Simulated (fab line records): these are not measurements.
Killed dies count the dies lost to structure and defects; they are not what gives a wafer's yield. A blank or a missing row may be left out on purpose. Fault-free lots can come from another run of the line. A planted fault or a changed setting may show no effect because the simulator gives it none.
fab line records | flow sky130 | part 2 of 2: steps 28 to 40 of 40
record: lots: 5 wafers: 15 last_day: 50
route steps=708 shown CAP2M@612 METAL4@621 VIA4@639
lots with no fault: from the same line, run without faults
start_h: start of the lot's first displayed wafer, in hours after the record's first day | wait_h: how many hours have passed since the lot's step before this one | " unchanged from the row above | L1.1+2: one row covering several wafers at once | - either no value or no given start | * or withheld: withheld | < > ~ a bound
route shown NAME@n: a module of which the file shows steps, and the number in the route of the first | usual: mean/standard deviation taken from wafers without a fault | same: alike in all rows | chamber/n: place in a boat | sites: per-site readings | _std_site: how widely they spread, as a standard deviation | _edge_site: outer sites' mean less inner sites' | radius_mm: for every site, how far away it sits from the centre of the wafer | mask NAME#n: copy n | behind: the most recent tool/chamber to have shaped the wafer | hold: cause of the lot's hold/its duration in hours/its outcome | device: transistor that didn't switch, given as n, p or np | end of line: at the end of the route, the tests of the same wafers | for a step that has no rows: nothing shown but its recipe | killed: not the wafer's yield, but the dies lost to structure and defects at the first sort | map: dies across one wafer; x = killed, . = not, _ = none there
set.NAME: setting as actually run; set.NAME@STEP: the setting as run at that earlier step | model.NAME: the simulator's own value behind a step, which no gauge read
certain route steps with their lots: each step a table, each wafer a row
services: the hour from which a tool's chamber was out of use, counted from the record's first day as start_h (under 0 if before that day), plus the number of hours and why
== steps ==
step: SKY_VIA4_HDPCVD_00
recipe: material: SiO2 target_thk_nm: 1750 sigma_open_frac: 0.3 time_s: 291.7 temp_c: 400 sih4_flow_sccm: 60 pressure_mtorr: 6
usual: sih4_flow_sccm: 60.00/0.17
columns lot.wafer tool chamber start_h wait_h sih4_flow_sccm
L074.2 hdpcvd-01 2 987.06 0.0 59.84
L074.3 " 0 " " 60.13
L074.4 " 1 " " 59.90
L078.2 hdpcvd-02 2 1005.20 0.0 59.95
L078.3 " 1 " " 59.79
L078.4 " 1 " " 60.00
L083.3 hdpcvd-02 0 1050.87 0.0 60.16
L083.5 " 2 " " 60.05
L083.6 " 0 " " 59.95
L087.1 hdpcvd-02 2 1090.60 0.0 59.95
L087.2 " 1 " " 59.75
L087.4 " 2 " " 59.95
L097.1 hdpcvd-02 1 1132.54 0.0 59.53
L097.2 " 0 " " 60.22
L097.4 " 1 " " 59.92
step: SKY_VIA4_THK_MEAS_01
recipe: reads: SiO2_of_VIA4_HDPCVD_00
usual: VIA4_HDPCVD_THK: 1748/18
columns lot.wafer tool chamber start_h wait_h VIA4_HDPCVD_THK[nm]
L074.2 film_metro-01 - 987.25 0.1 1748
L074.3 " - " " 1703
L074.4 " - " " 1735
L078.2 film_metro-03 - 1005.39 0.1 1738
L078.3 " - " " 1744
L078.4 " - " " 1743
L083.3 film_metro-03 - 1051.06 0.1 1742
L083.5 " - " " 1747
L083.6 " - " " 1769
L087.1 film_metro-02 - 1090.78 0.1 1741
L087.2 " - " " 1755
L087.4 " - " " 1750
L097.1 film_metro-03 - 1132.72 0.1 1728
L097.2 " - " " 1774
L097.4 " - " " 1748
step: SKY_VIA4_CMP_02
recipe: material: SiO2 down_force_psi: 4 platen_rpm: 60 pad_velocity_m_s: 0.94248
usual: motor_current_A: 12.7/0.8 slurry_flow_ml_min: 150.1/0.47
columns lot.wafer tool chamber start_h wait_h motor_current_A slurry_flow_ml_min
L074.4 cmp-02 1 987.30 0.0 13.4 149.8
L074.2 " 2 " " 12.7 150.3
L074.3 " 0 " " 11.9 149.7
L078.2 cmp-01 1 1005.68 0.3 12.1 150.0
L078.3 " 3 " " 13.9 150.6
L078.4 " 0 " " 13.1 149.9
L083.3 cmp-01 3 1051.20 0.1 13.5 149.9
L083.5 " 1 " " 12.4 150.0
L083.6 " 2 " " 12.4 150.0
L087.1 cmp-02 3 1090.84 0.1 11.6 151.2
L087.4 " 0 " " 12.4 149.2
L087.2 " 1 " " 13.7 149.9
L097.1 cmp-02 2 1132.78 0.1 13.6 150.1
L097.2 " 3 " " 11.8 149.9
L097.4 " 1 " " 13.0 150.2
step: SKY_VIA4_BOW_MEAS_03
recipe: mode: bow
usual: VIA4_BOW: 77/8.4
columns lot.wafer tool chamber start_h wait_h VIA4_BOW[um]
L074.2 film_metro-02 - 987.62 0.2 77
L074.3 " - " " 80
L074.4 " - " " 69
L078.2 film_metro-02 - 1006.00 0.3 86
L078.3 " - " " 77
L078.4 " - " " 89
L083.3 film_metro-02 - 1051.44 0.2 92
L083.5 " - " " 98
L083.6 " - " " 90
L087.1 film_metro-02 - 1091.14 0.2 80
L087.2 " - " " 83
L087.4 " - " " 86
L097.1 film_metro-01 - 1133.08 0.2 83
L097.2 " - " " 60
L097.4 " - " " 73
step: SKY_VIA4_DEHYDRATE_04
recipe: temp_c: 200 time_s: 60
columns lot.wafer tool chamber start_h wait_h
L074.2+3+4 litho_track-04 0 997.92 10.3
L078.2+3+4 litho_track-03 0 1016.65 10.6
L083.3+5+6 litho_track-04 0 1061.69 10.2
L087.1+2+4 litho_track-03 0 1100.73 9.6
L097.1+2+4 litho_track-02 0 1141.64 8.5
step: SKY_VIA4_HMDS_05
recipe: prime_time_s: 60 prime_temp_c: 120
columns lot.wafer tool chamber start_h wait_h
L074.2+3+4 litho_track-04 0 998.07 0.1
L078.2+3+4 litho_track-03 0 1016.80 0.1
L083.3+5+6 litho_track-04 0 1061.84 0.1
L087.1+2+4 litho_track-03 0 1100.88 0.1
L097.1+2+4 litho_track-02 0 1141.79 0.1
step: SKY_VIA4_COAT_06
recipe: resist: NOVOLAK spin_rpm: 3000 resist_thk_nm: 1140
columns lot.wafer tool chamber start_h wait_h
L074.2+3+4 litho_track-04 0 998.22 0.1
L078.2+3+4 litho_track-03 0 1016.95 0.1
L083.3+5+6 litho_track-04 0 1061.99 0.1
L087.1+2+4 litho_track-03 0 1101.03 0.1
L097.1+2+4 litho_track-02 0 1141.94 0.1
step: SKY_VIA4_SOFTBAKE_07
recipe: temp_c: 90 time_s: 60 resist: NOVOLAK
columns lot.wafer tool chamber start_h wait_h
L074.2+3+4 litho_track-04 0 998.37 0.1
L078.2+3+4 litho_track-03 0 1017.10 0.1
L083.3+5+6 litho_track-04 0 1062.14 0.1
L087.1+2+4 litho_track-03 0 1101.18 0.1
L097.1+2+4 litho_track-02 0 1142.09 0.1
step: SKY_VIA4_EXPOSE_08
recipe: mask_id: VIM4 na: 0.6 source_shape: conventional sigma_outer: 0.6 polarization: unpolarized target_cd_nm: 800 dose_mj: 132
same: na: 0.6
columns lot.wafer tool chamber start_h wait_h mask
L074.2+3+4 iline_stepper-02 0 - - VIM4#0
L078.2+3+4 iline_stepper-01 0 - - VIM4#0
L083.3+5+6 iline_stepper-01 0 - - VIM4#0
L087.1+2+4 iline_stepper-02 0 - - VIM4#0
L097.1+2+4 iline_stepper-01 0 - - VIM4#0
step: SKY_VIA4_PEB_09
recipe: temp_c: withheld time_s: * resist: NOVOLAK
columns lot.wafer tool chamber start_h wait_h
L074.2+3+4 litho_track-02 0 - -
L078.2+3+4 litho_track-03 0 - -
L083.3+5+6 litho_track-04 0 - -
L087.1+2+4 litho_track-02 0 - -
L097.1+2+4 litho_track-02 0 - -
step: SKY_VIA4_DEVELOP_10
recipe: resist: NOVOLAK developer: TMAH develop_time_s: 60 dev_temp_c: 23
columns lot.wafer tool chamber start_h wait_h
L074.2+3+4 litho_track-02 0 1010.02 0.1
L078.2+3+4 litho_track-03 0 1028.80 0.1
L083.3+5+6 litho_track-04 0 1072.09 0.1
L087.1+2+4 litho_track-02 0 1110.64 0.1
L097.1+2+4 litho_track-02 0 1151.34 0.1
step: SKY_VIA4_OVL_MEAS_11
usual: VIA4_OVL: 0.2/1.4
columns lot.wafer tool chamber start_h wait_h VIA4_OVL[nm]
L074.2 overlay-01 - 1010.15 0.1 2.6
L074.3 " - " " -0.5
L074.4 " - " " -0.1
L078.2 overlay-02 - 1028.93 0.1 0.1
L078.3 " - " " 1.6
L078.4 " - " " 0.9
L083.3 overlay-02 - 1072.20 0.1 1.0
L083.5 " - " " 0.6
L083.6 " - " " 0.6
L087.1 overlay-01 - 1110.79 0.1 0.1
L087.2 " - " " 1.3
L087.4 " - " " -0.2
L097.1 overlay-01 - 1151.49 0.1 -0.3
L097.2 " - " " -0.7
L097.4 " - " " -1.5
step: SKY_VIA4_ETCH_12
recipe: target: SiO2 chemistry: C4F8/O2/Ar stop_on: TiN mask_material: NOVOLAK source_w: 1500 bias_w: 1163 pressure_mtorr: 40 c4f8_flow_sccm: withheld O2_flow_sccm: 6 Ar_flow_sccm: 300 time_s: withheld target_depth_a: 5800
usual: chamber_pressure_mTorr: 40.00/0.036 oes_product_au: 0.926/0.0053 rf_fwd_power_W: 1493/5
columns lot.wafer tool chamber start_h wait_h chamber_pressure_mTorr oes_product_au rf_fwd_power_W
L074.2 rie_diel-03 0 1010.18 0.0 40.06 0.923 1497
L074.3 " 2 " " 40.01 0.926 1484
L074.4 " 1 " " 40.02 0.922 1490
L078.2 rie_diel-02 1 1028.96 0.0 40.03 0.926 1479
L078.3 " 2 " " 39.99 0.916 1495
L078.4 " 0 " " 40.03 0.934 1496
L083.3 rie_diel-04 2 1072.23 0.0 40.00 0.925 1494
L083.5 " 3 " " 40.06 0.928 1498
L083.6 " 0 " " 39.95 0.917 1485
L087.1 rie_diel-03 2 1110.83 0.0 39.99 0.931 1489
L087.2 " 3 " " 40.01 0.924 1493
L087.4 " 0 " " 40.04 0.922 1489
L097.1 rie_diel-02 3 1151.53 0.0 39.97 0.922 1491
L097.2 " 1 " " 40.01 0.925 1490
L097.4 " 0 " " 40.02 0.935 1505
== services ==
columns tool chamber start_h hours kind
cmp-02 - 925.73 2.8 repair
krf_scanner-02 - 933.80 1.3 pm
krf_scanner-02 - 943.17 1.0 repair
rie_diel-02 - 946.75 1.4 repair
krf_scanner-02 - 946.98 0.8 pm
iline_stepper-01 - 948.20 8.9 pm
hdpcvd-02 - 950.25 15.0 pm
iline_stepper-01 - 957.09 1.7 pm
rie_metal-01 0 967.17 1.6 repair
cmp-02 - 971.07 0.4 repair
krf_scanner-02 - 972.97 0.8 pm
rie_metal-01 1 983.21 1.8 repair
cmp-02 - 1002.41 6.0 pm
rie_diel-02 3 1005.68 6.7 repair
plasma_asher-01 - 1009.29 1.8 repair
rie_diel-02 0 1025.36 1.2 repair
wet_bench-02 - 1030.83 1.9 pm
plasma_asher-01 - 1042.88 1.3 repair
wet_bench-02 - 1056.96 0.8 repair
rie_metal-02 0 1058.78 15.6 repair
rie_diel-02 1 1061.68 18.6 repair
iline_stepper-01 - 1083.56 0.7 repair
rie_metal-01 1 1099.84 1.6 repair
iline_stepper-02 - 1103.31 1.7 pm
